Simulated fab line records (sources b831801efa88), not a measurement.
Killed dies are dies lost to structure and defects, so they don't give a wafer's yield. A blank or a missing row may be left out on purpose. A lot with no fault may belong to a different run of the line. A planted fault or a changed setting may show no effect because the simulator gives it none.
Which tool was responsible? :: flow gf180mcu :: Sampling: 11 lots, 33 wafers, 3 of 602 route steps

## WHAT EACH GAUGE READ, for each wafer
GF_V3_RS_MEAS_24: measurement is done with a four-point probe.
lot: L904
measured: day 22 08:41
on: film_metro-01
V3_W_RS (ohm/sq): 0.329 0.329 0.328

lot: L906
measured: day 22 20:46
on: film_metro-01
V3_W_RS (ohm/sq): 0.330 0.331 0.332

lot: L907
measured: day 23 12:08
on: film_metro-04
V3_W_RS (ohm/sq): 0.328 0.331 0.333

lot: L908
measured: day 23 12:48
on: film_metro-04
V3_W_RS (ohm/sq): 0.324 0.328 0.328

lot: L909
measured: day 24 01:56
on: film_metro-03
V3_W_RS (ohm/sq): 0.325 0.321 0.323

lot: L912
measured: day 25 07:29
on: film_metro-04
V3_W_RS (ohm/sq): 0.325 0.325 0.323

lot: L915
measured: day 26 10:58
on: film_metro-03
V3_W_RS (ohm/sq): 0.324 0.324 0.326

lot: L917
measured: day 27 06:11
on: film_metro-04
V3_W_RS (ohm/sq): 0.322 0.324 0.324

lot: L922
measured: day 28 10:44
on: film_metro-03
V3_W_RS (ohm/sq): 0.195 0.196 0.195

lot: L923
measured: day 28 16:23
on: film_metro-03
V3_W_RS (ohm/sq): 0.332 0.324 0.329

lot: L924
measured: day 28 20:27
on: film_metro-01
V3_W_RS (ohm/sq): 0.194 0.192 0.195

## TOOL THAT RAN EACH LOT (tool first, then ch and the chambers of the sampled wafers, then the start)
lot: L904
GF_V2_SPUTTER_21: pvd_sputter-03, day 20 06:43
GF_V3_CVD_23: cvd_w-02 ch 0,1, day 22 08:34

lot: L906
GF_V2_SPUTTER_21: pvd_sputter-04, day 20 19:14
GF_V3_CVD_23: cvd_w-02 ch 0,1, day 22 20:40

lot: L907
GF_V2_SPUTTER_21: pvd_sputter-04, day 21 10:32
GF_V3_CVD_23: cvd_w-01 ch 0,1, day 23 12:01

lot: L908
GF_V2_SPUTTER_21: pvd_sputter-03, day 21 11:31
GF_V3_CVD_23: cvd_w-01 ch 0,1, day 23 12:41

lot: L909
GF_V2_SPUTTER_21: pvd_sputter-01, day 22 00:35
GF_V3_CVD_23: cvd_w-01 ch 0,1, day 24 01:49

lot: L912
GF_V2_SPUTTER_21: pvd_sputter-04, day 23 06:54
GF_V3_CVD_23: cvd_w-01 ch 0,1, day 25 07:22

lot: L915
GF_V2_SPUTTER_21: pvd_sputter-01, day 24 12:53
GF_V3_CVD_23: cvd_w-01 ch 0,1, day 26 10:52

lot: L917
GF_V2_SPUTTER_21: pvd_sputter-04, day 25 08:11
GF_V3_CVD_23: cvd_w-02 ch 0,1, day 27 06:05

lot: L922
GF_V2_SPUTTER_21: pvd_sputter-03, day 26 14:44
GF_V3_CVD_23: cvd_w-01 ch 0,1, day 28 10:38

lot: L923
GF_V2_SPUTTER_21: pvd_sputter-04, day 26 20:13
GF_V3_CVD_23: cvd_w-02 ch 0,1, day 28 16:16

lot: L924
GF_V2_SPUTTER_21: pvd_sputter-04, day 27 02:10
GF_V3_CVD_23: cvd_w-01 ch 0,1, day 28 20:20
- GF_V2_SPUTTER_21: material Ti, target thk 15 nm, time 80.02 s.
- GF_V3_CVD_23: deposits W, target thk 350 nm, time 104.9 s.

## THE ANSWER, worked out from the rows above alone
Rule: the lots themselves supply what counts as usual. Put in order of their means at a reading, lots are off if they are a third of the lots or fewer, leave a main group of 4 or more, and stand apart from it by a gap of 3 or more times the standard deviation of the main group's means; of several such gaps the widest counts. A main group whose means are all the same, to the digits that the tables above print for the reading, isn't used. A lot without any number at a reading at which 4 lots or more have one is off too. All remaining lots with rows at the step are treated as sound.
Off: at GF_V3_RS_MEAS_24 (V3_W_RS), L922, L924. The main group: mean 0.327 ohm/sq, standard deviation 0.0029.
A tool fits if, at a process step before that reading, it ran every lot that is off, and no sound lot after the first of them. Those tools and the gauges at GF_V3_RS_MEAS_24 are tried in the same way. One candidate fits, namely cvd_w-01 at GF_V3_CVD_23. Its last sound lot is L915 (day 26 10:52), its first lot that is off L922 (day 28 10:38): a fault that began between those two fits.

## WHAT THE SIMULATOR PUT IN
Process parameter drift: cvd_w-01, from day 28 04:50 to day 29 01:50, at GF_V3_CVD_23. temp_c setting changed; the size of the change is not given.
Shown lots that were struck: L922, L924. Same finding as the rule above.
